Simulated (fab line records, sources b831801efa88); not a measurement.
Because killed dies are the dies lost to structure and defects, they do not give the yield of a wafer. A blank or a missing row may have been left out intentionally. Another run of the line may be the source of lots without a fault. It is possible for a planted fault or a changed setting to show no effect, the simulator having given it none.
Comparing a struck lot with a sound one / flow sky130 / 16 steps out of a route of 708
Sound: the wafers L335.1, L335.2, L335.4. The struck wafers were L344.2, L344.3, L344.4. The cause is given at the end.
Each step with rows lists, per side, the tool, then ch with its chambers, then its first start. Under that, the readings that differ: sound wafers / struck wafers / difference of the means / sigmas: that difference in standard deviations of wafers without a fault.
alike: readings with means less than 2 such deviations apart, plus words and numbers identical on both sides. not compared: withheld readings, readings lacking a value on some wafer, bounds such as >300 that could conceal the same value, and numbers that have no deviation in the record and whose values overlap.
The two part at a step that has a row with sigmas, a row that says differs or no value, or rows on one side only. Non-overlapping numbers with no deviation appear without sigmas and do not part them. A reading missing from all wafers of one side parts the sides only when that side holds two or more wafers.

first, 1 step without rows for these wafers: SKY_VT_ADJUST_LVTN_IMPLANT_19.
SKY_VT_ADJUST_LVTN_STRIP_20: strips in O2/N2.
  sound on plasma asher-02 ch 0,1, day 8 10:21; struck on plasma asher-04 ch 0,1, day 10 19:36
  alike: drypump motor current A, oes product au, strip time to endpoint s
  not compared: rf hours counter h
SKY_VT_ADJUST_LVTN_TW_MEAS_21:
  sound on film metro-04, day 8 10:27; struck on film metro-02, day 10 19:43
  alike: VT_ADJUST_LVTN_2_TW
then, 7 steps without rows for these wafers: SKY_VT_ADJUST_NCORE_DEHYDRATE_00 (time 60 s); SKY_VT_ADJUST_NCORE_HMDS_01 (prime time 60 s); SKY_VT_ADJUST_NCORE_COAT_02 (resist thk 1140 nm); SKY_VT_ADJUST_NCORE_SOFTBAKE_03 (time 60 s); SKY_VT_ADJUST_NCORE_EXPOSE_04 (exposes mask LVTN COMPLEMENT THIN, target cd 380 nm); SKY_VT_ADJUST_NCORE_PEB_05; SKY_VT_ADJUST_NCORE_DEVELOP_06 (develop time 60 s).
SKY_VT_ADJUST_NCORE_CD_MEAS_07: target cd 380 nm.
  sound on cd sem-01, day 9 06:53; struck on cd sem-01, day 11 19:02
  alike: cd nm
SKY_VT_ADJUST_NCORE_OVL_MEAS_08:
  sound on overlay-02, day 9 07:00; struck on overlay-02, day 11 19:08
  alike: VT_ADJUST_NCORE_OVL
SKY_VT_ADJUST_NCORE_IMPLANT_09:
  sound on implanter-01 ch 0, day 9 07:02; struck on implanter-03 ch 0, day 11 19:11
reading=beam energy keV; sound=9.996 10.001 10.002; struck=7.979 7.976 7.983; difference=-2.020; sigmas=-99 or more
reading=model.implant.rp nm (nm); sound=32.95 32.95 32.95; struck=28.11 28.11 28.11; difference=-4.84; sigmas=
reading=model.implant.drp nm (nm); sound=17.11 17.11 17.11; struck=14.61 14.61 14.61; difference=-2.50; sigmas=
SKY_VT_ADJUST_NCORE_STRIP_10: strips in O2/N2.
  sound on plasma asher-01 ch 0,1, day 9 07:11; struck on plasma asher-04 ch 0,1, day 11 19:19
reading=oes product au (a.u.); sound=0.725 0.718 0.724; struck=0.710 0.706 0.710; difference=-0.014; sigmas=-3
  alike: drypump motor current A, strip time to endpoint s
  not compared: rf hours counter h
SKY_VT_ADJUST_NCORE_TW_MEAS_11:
  sound on film metro-03, day 9 07:17; struck on film metro-03, day 11 19:39
reading=VT_ADJUST_NCORE_TW; sound=215.5 217.2 216.4; struck=205.0 206.9 206.6; difference=-10.2; sigmas=-6
  not compared: hold
-- here the record skips 37 days between the struck wafers' starts before and after, leaving off in module VT_ADJUST_NCORE and picking up in module PAD_OPEN (first step shown: number 708 of the route) --
SKY_PAD_OPEN_PROBE_99:
  sound on prober-02, day 46 18:55; struck on prober-01, day 48 17:54
reading=killed short; sound=51 46 52; struck=31 42 37; difference=-13; sigmas=-2
reading=model.etest.nfet_16v.r on ohm um; sound=1.421e+04 1.42e+04 1.431e+04; struck=1.412e+04 1.407e+04 1.387e+04; difference=-2.200e+02; sigmas=
reading=model.etest.pfet_16v.vt v (V); sound=-1.124 -1.119 -1.123; struck=-1.138 -1.128 -1.126; difference=-0.009; sigmas=
reading=model.etest.nfet g5v0d10v5.body rise v (V); sound=0.6934 0.6975 0.7027; struck=0.6739 0.6712 0.6645; difference=-0.0280; sigmas=
  alike: killed_at_M0_to_M3, killed_at_M4_up, killed at contacts, killed at front end, killed at other, killed dies, killed open
  not compared: model.etest.res pwell under gate.rs ohm sq, model.etest.pfet g5v0d10v5.off log10 a um, model.etest.pfet g5v0d10v5.vt sat v, model.etest.pfet g5v0d10v5.vt v, model.etest.pfet g5v0d10v5.vt long v

== WHERE THEY PART ==
First at SKY_VT_ADJUST_NCORE_IMPLANT_09; last, within this record, at SKY_PAD_OPEN_PROBE_99.

WHY: what the simulator had put in
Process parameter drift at SKY_VT_ADJUST_NCORE_IMPLANT_09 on implanter-03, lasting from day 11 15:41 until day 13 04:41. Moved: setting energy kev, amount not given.
